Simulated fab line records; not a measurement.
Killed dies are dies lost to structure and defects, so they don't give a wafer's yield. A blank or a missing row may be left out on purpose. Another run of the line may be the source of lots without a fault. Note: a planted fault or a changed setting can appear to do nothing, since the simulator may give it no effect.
Which tool did it? || flow gf180mcu || 6 lots with 18 wafers sampled at 4 steps, on a route of 602 steps

## WHAT THE GAUGES SHOWED, per wafer
GF_V3_THK_MEAS_03.
{"lot": "L608", "measured": "day 22 13:45", "on": "film metro-04", "V3_CVD_02_THK (nm)": "830 657 674"}
{"lot": "L618", "measured": "day 26 04:13", "on": "film metro-03", "V3_CVD_02_THK (nm)": "852 853 878"}
{"lot": "L622", "measured": "day 27 04:38", "on": "film metro-04", "V3_CVD_02_THK (nm)": "848 847 867"}
{"lot": "L624", "measured": "day 27 17:05", "on": "film metro-04", "V3_CVD_02_THK (nm)": "840 847 858"}
{"lot": "L626", "measured": "day 28 08:14", "on": "film metro-02", "V3_CVD_02_THK (nm)": "848 843 872"}
{"lot": "L628", "measured": "day 29 01:37", "on": "film metro-04", "V3_CVD_02_THK (nm)": "839 844 852"}

## WHICH TOOL RAN EACH LOT (tool, then ch and the chambers of the sampled wafers, then the start)
{"lot": "L608", "GF_V2_SPUTTER_21": "pvd sputter-02, day 21 12:19", "GF_M3_SPUTTER_00": "pvd sputter-04, day 21 13:00", "GF_V3_CVD_02": "pecvd-01 ch 0,2, day 22 13:41"}
{"lot": "L618", "GF_V2_SPUTTER_21": "pvd sputter-01, day 25 05:28", "GF_M3_SPUTTER_00": "pvd sputter-03, day 25 06:10", "GF_V3_CVD_02": "pecvd-04 ch 0,1,2, day 26 04:09"}
{"lot": "L622", "GF_V2_SPUTTER_21": "pvd sputter-02, day 26 06:20", "GF_M3_SPUTTER_00": "pvd sputter-04, day 26 07:01", "GF_V3_CVD_02": "pecvd-01 ch 0,1,2, day 27 04:34"}
{"lot": "L624", "GF_V2_SPUTTER_21": "pvd sputter-01, day 26 18:31", "GF_M3_SPUTTER_00": "pvd sputter-03, day 26 19:12", "GF_V3_CVD_02": "pecvd-03 ch 0,1, day 27 17:01"}
{"lot": "L626", "GF_V2_SPUTTER_21": "pvd sputter-03, day 27 09:38", "GF_M3_SPUTTER_00": "pvd sputter-01, day 27 10:20", "GF_V3_CVD_02": "pecvd-03 ch 0,2, day 28 08:10"}
{"lot": "L628", "GF_V2_SPUTTER_21": "pvd sputter-01, day 28 04:08", "GF_M3_SPUTTER_00": "pvd sputter-04, day 28 05:01", "GF_V3_CVD_02": "pecvd-01 ch 1,2, day 29 01:32"}
- GF_V2_SPUTTER_21: material Ti, target thk 15 nm, time 80.02 s.
- GF_M3_SPUTTER_00: material Ti, target thk 37.5 nm, time 150 s.
- GF_V3_CVD_02: deposits SiO2 from TEOS, target thk 850 nm, time 94.851 s.

## THE ANSWER, worked out from the rows above alone
Rule: the usual values come from the lots themselves. Put in order of their means at a reading, lots are off if they are a third of the lots or fewer, leave a main group of 4 or more, and stand apart from it by a gap of 3 or more times the standard deviation of the main group's means; of several such gaps the widest counts. A main group is skipped when, at the precision printed for the reading in the tables above, its means are all equal. Also off: a lot with no number at a reading for which 4 or more lots have one. Where the step has rows for the other lots, those lots are counted as sound.
Off: L608, seen at GF_V3_THK_MEAS_03 (V3_CVD_02_THK). Main group: mean 853 nm, sd 5.5.
A tool fits if, at a process step before that reading, it ran every lot that is off, and no sound lot after the first of them. Gauges at GF_V3_THK_MEAS_03: tried the same way as those tools. None of those tried fits.

## WHAT THE SIMULATOR HAD PUT IN
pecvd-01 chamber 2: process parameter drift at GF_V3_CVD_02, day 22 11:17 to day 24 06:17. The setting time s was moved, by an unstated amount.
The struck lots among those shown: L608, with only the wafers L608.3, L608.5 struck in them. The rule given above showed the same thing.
